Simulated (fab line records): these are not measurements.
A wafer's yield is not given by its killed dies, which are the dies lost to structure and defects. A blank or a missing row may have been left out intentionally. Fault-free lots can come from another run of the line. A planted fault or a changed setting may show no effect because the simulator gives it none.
Chamber matching | flow sky130 | 4 sister chambers for SKY_LI_CONTACT_CMP_02 on cmp-02
The step polishes PSG. 8 wafers are shown with their chamber, then 9 later ones without.

WAFERS WITH THEIR CHAMBER
wafer  | chamber | motor current A (A) | time to endpoint s (s)
L283.4 | 3       | 12.9                | 28.7
L289.1 | 0       | 12.0                | 32.8
L289.3 | 1       | 12.7                | 28.5
L290.1 | 3       | 13.2                | 33.5
L290.5 | 1       | 13.2                | 29.8
L292.2 | 0       | 12.6                | 30.2
L292.3 | 2       | 11.4                | 32.3
L292.6 | 2       | 11.5                | 30.0

WAFERS WHOSE CHAMBER IS MISSING
wafer  | motor current A (A) | time to endpoint s (s)
L294.1 | 11.9                | 29.1
L294.2 | 12.3                | 27.0
L294.6 | 11.8                | 31.8
L295.1 | 12.3                | 35.2
L295.3 | 11.2                | 32.0
L295.4 | 13.1                | 32.2
L298.2 | 12.8                | 26.5
L298.3 | 12.8                | 32.3
L298.4 | 12.6                | 31.2

THE CHAMBER EACH PASSED THROUGH
wafer  | from the rows above               | in truth
L294.1 | can't be placed: 0 or 2 or 1      | 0
L294.2 | can't be placed: 0 or 1 or 3 or 2 | 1
L294.6 | can't be placed: 2 or 0           | 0
L295.1 | can't be placed: 0 or 3 or 2 or 1 | 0
L295.3 | 2                                 | 2
L295.4 | can't be placed: 3 or 1           | 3
L298.2 | can't be placed: 1 or 3 or 0      | 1
L298.3 | can't be placed: 3 or 1 or 0      | 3
L298.4 | can't be placed: 0 or 3 or 1      | 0
Placed correctly: 1 of 9. Unplaceable from these rows: 8, with the true chamber sitting among the candidates in 8. Wrongly placed: 0.
How it was worked out, from the rows above alone: a wafer's distance from a chamber is the root of the sum, over the readings, of the square of ((its reading less the chamber's mean) divided by the reading's scatter). If the next closest chamber is less than 2 further off than the closest, the wafer can't be placed; otherwise it belongs to the closest. A chamber's mean is the mean of its shown wafers. How the scatter is found: for the shown wafers, subtract from each reading the mean of its chamber, square and add these, divide the total by (wafers less chambers), then take the root.
